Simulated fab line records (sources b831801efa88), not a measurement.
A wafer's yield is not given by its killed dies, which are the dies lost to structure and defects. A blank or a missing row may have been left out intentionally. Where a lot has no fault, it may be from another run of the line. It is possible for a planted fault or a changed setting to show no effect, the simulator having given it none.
A lot that was struck, set against a sound lot    flow sky130    17 out of 708 route steps
Sound: the wafers L166.2, L166.5, L166.6. Wafers struck: L168.3, L168.4, L168.6. The cause is given at the end.
Order at every step that has rows: each side's tool, ch and its chambers, its first start. Under that, the readings that differ: sound wafers    struck wafers    difference of the means    sigmas: that difference in standard deviations of wafers without a fault.
alike: readings whose means differ by less than 2 such deviations, and words and numbers that are the same on both sides. not compared: withheld readings, readings that some wafer has no value for, bounds like >300 that may hide the same value, and numbers for which the record gives no deviation and whose values overlap.
A row with sigmas, a row that says differs or no value, or rows on one side alone: a step with any of these is where the two part. When numbers do not overlap yet have no deviation, they are printed without sigmas and do not part them. Lack of a reading on every wafer of one side parts them only where that side has two or more wafers.

SKY_METAL4_SPUTTER_04: material TiN, target thk 70 nm, time 58.3 s.
  sound: pvd-sputter-01 at day 40 21:55; struck: pvd-sputter-01 at day 41 07:58
  alike: throttle-valve-pct
SKY_CAP2M_CVD_00: deposits SiO2, target thk 15.5 nm.
  sound on pecvd-01 ch 0,2, day 40 21:58; struck on pecvd-04 ch 0,1,2, day 41 08:01
  alike: heater-power-w
SKY_CAP2M_THK_MEAS_01:
  sound: film-metro-04 at day 40 21:59; struck: film-metro-02 at day 41 08:03
  alike: CAP2M_CVD_00_THK
SKY_CAP2M_SPUTTER_02: material TiN, target thk 200 nm, time 166.7 s.
  sound: pvd-sputter-04 at day 40 22:02; struck: pvd-sputter-02 at day 41 08:05
  alike: throttle-valve-pct
SKY_CAP2M_RS_MEAS_03: measures by four-point-probe.
  sound: film-metro-02 at day 40 22:10; struck: film-metro-03 at day 41 08:14
  alike: CAP2M_TIN_RS
SKY_CAP2M_THK_MEAS_04: measures by xrf.
  sound: film-metro-02 at day 40 22:17; struck: film-metro-03 at day 41 08:20
reading             sound              struck             difference  sigmas
CAP2M_TIN_THK (nm)  199.7 202.7 198.5  193.7 194.0 196.8  -5.5        -2
then, 6 steps without rows for these wafers: SKY_CAP2M_DEHYDRATE_05 (time 60 s); SKY_CAP2M_HMDS_06 (prime time 60 s); SKY_CAP2M_COAT_07 (resist thk 1140 nm); SKY_CAP2M_SOFTBAKE_08 (time 60 s); SKY_CAP2M_EXPOSE_09 (exposes mask CAP2M, target cd 1000 nm); SKY_CAP2M_PEB_10.
SKY_CAP2M_DEVELOP_11: develop time 60 s.
  sound on litho-track-04 ch 0, day 41 23:47; struck on litho-track-03 ch 0, day 42 09:14
reading               sound              struck             difference  sigmas
developer-temp-C (C)  23.10 23.07 23.04  25.37 25.38 25.37  +2.30       +24
  alike: chill-plate-temp-C
SKY_CAP2M_OVL_MEAS_12:
  sound: overlay-01 at day 41 23:55; struck: overlay-01 at day 42 09:21
  alike: CAP2M_OVL
SKY_CAP2M_METAL_ETCH_13: etches TiN in Cl2/BCl3, stops on SiO2, target depth 220 nm, time 62.9 s.
  sound on rie-metal-02 ch 0,1, day 41 23:56; struck on rie-metal-04 ch 0,1, day 42 09:24
reading                 sound              struck             difference  sigmas
oes-product-au (a.u.)   0.940 0.952 0.948  0.930 0.923 0.937  -0.017      -2
model.CAP2M.cd-nm (nm)  1002 999.9 1004    1010 1005 1007     +5          
  alike: drypump-motor-current-A, throttle-valve-pct
  not compared: rf-hours-counter-h
SKY_CAP2M_STRIP_14: strips in O2/N2.
  sound on plasma-asher-04 ch 0,1, day 42 00:01; struck on plasma-asher-04 ch 0,1, day 42 09:29
  alike: drypump-motor-current-A, oes-product-au, strip-time-to-endpoint-s
  not compared: rf-hours-counter-h
-- the record jumps here: 5 days lie between the struck wafers' starts before and after (it left off in module CAP2M and takes up again in module PAD_OPEN, whose first step shown is number 708 of the route) --
SKY_PAD_OPEN_PROBE_99:
  sound: prober-02 at day 46 17:45; struck: prober-02 at day 46 23:58
  alike: defect-limited-yield, killed_at_M0_to_M3, killed_at_M4_up, killed-at-contacts, killed-at-front-end, killed-at-other, killed-dies, killed-open, killed-short, sort_bin_3_pad_short, sort_bin_5_function, sort_bin_6_memory, sort-n-pass, sort-yield-pct

## WHERE THEY PART
Last at SKY_CAP2M_METAL_ETCH_13 as far as this record goes, first at SKY_CAP2M_THK_MEAS_04. Later steps at which nothing parts them and some readings are alike: SKY_CAP2M_STRIP_14, SKY_PAD_OPEN_PROBE_99.

WHY: whatever the simulator had introduced
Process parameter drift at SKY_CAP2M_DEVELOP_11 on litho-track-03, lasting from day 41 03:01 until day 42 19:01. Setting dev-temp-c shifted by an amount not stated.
